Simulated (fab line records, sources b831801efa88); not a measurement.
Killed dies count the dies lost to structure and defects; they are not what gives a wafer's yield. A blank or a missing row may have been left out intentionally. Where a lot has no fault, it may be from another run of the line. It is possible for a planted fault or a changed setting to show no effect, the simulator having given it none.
Problem report, 8D (eight disciplines) form, completed by code / flow gf180mcu / the parts of the form that need people (team, actions taken, sign-off) are left out

== 1. THE PROBLEM ==
At GF_V3_ETCH_17, rf fwd power W averages 1732 W over 9 wafers from 3 lots, while fault-free wafers read 1493 W, standard deviation 4.5. That puts it +53 standard deviations away from the usual mean.
The step: etches SiO2 in C4F8/O2/Ar, stops on TiN, target depth 635 nm.
The first sign was on wafer L950.1 at day 27 05:00, on rie diel-03. Wafers with a number at this step in the record: 39, from 13 lots. Rule for "out" (also "out of limits"): further than 4 standard deviations from the usual mean. The other wafers with a number count as sound.

== 2. WHAT IT IS, AND WHAT IT ISN'T ==
question=which readings at this step | is=rf fwd power W | is not=bias w, oes product au
question=which lots | is=L950, L951, L952 | is not=L939, L940, L943, L953, L954, L955, L956, L957, L958, L960
question=which wafers of those lots | is=all that have a number | is not=-
question=read on which tools | is=rie diel-03 | is not=rie diel-01, rie diel-04
question=when | is=from day 27 05:00 | is not=up to then (9 sound wafers); but 21 sound wafers of L953, L954, L955, L956, L957, L958, L960 came after

== 3. THE SUSPECTS, EACH WITH WHAT RULES IT OUT ==
Counting: a tool at any process step up to the reading remains a suspect when it ran all the lots that are out and ran no sound lot after the first of those.
- rie diel-03 at GF_V3_ETCH_17 (etches SiO2 in C4F8/O2/Ar, stops on TiN, target depth 635 nm): kept. Every lot that is out went through it, starting with L950 (day 27 05:00), and after that it ran no sound lot; the last sound lot it ran before then is L939 (day 23 05:00). Its own rf fwd power W readings are out on those wafers.
Left after counting: rie diel-03 at GF_V3_ETCH_17.

== 4. THE CAUSE (what the simulator had put in) ==
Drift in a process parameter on rie diel-03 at GF_V3_ETCH_17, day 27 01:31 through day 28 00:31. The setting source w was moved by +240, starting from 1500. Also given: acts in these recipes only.
Counting left only this tool.

== 5. THE EFFECT CHAIN, in route order ==
One row per reading whose mean, taken over the struck wafers that have a number, lies over 3 standard deviations from the usual. Readings are gone through only where the record gives a usual standard deviation; hours: the median, over the lots, of the time from a lot's start at the first step in this table giving one to that lot's start at this step; sigmas: the change measured in usual standard deviations.
hours=0; step=GF_V3_ETCH_17; reading=rf fwd power W; usual=1493 W; on struck wafers=1732; change=+239; sigmas=+53
It contains these process steps:
- GF_V3_ETCH_17: etches SiO2 in C4F8/O2/Ar, stops on TiN, target depth 635 nm.

== 6. WHAT WOULD HAVE CAUGHT IT SOONER ==
The fault began at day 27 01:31; the first out-of-limits reading in this record came at day 27 05:00, 3 hours later.
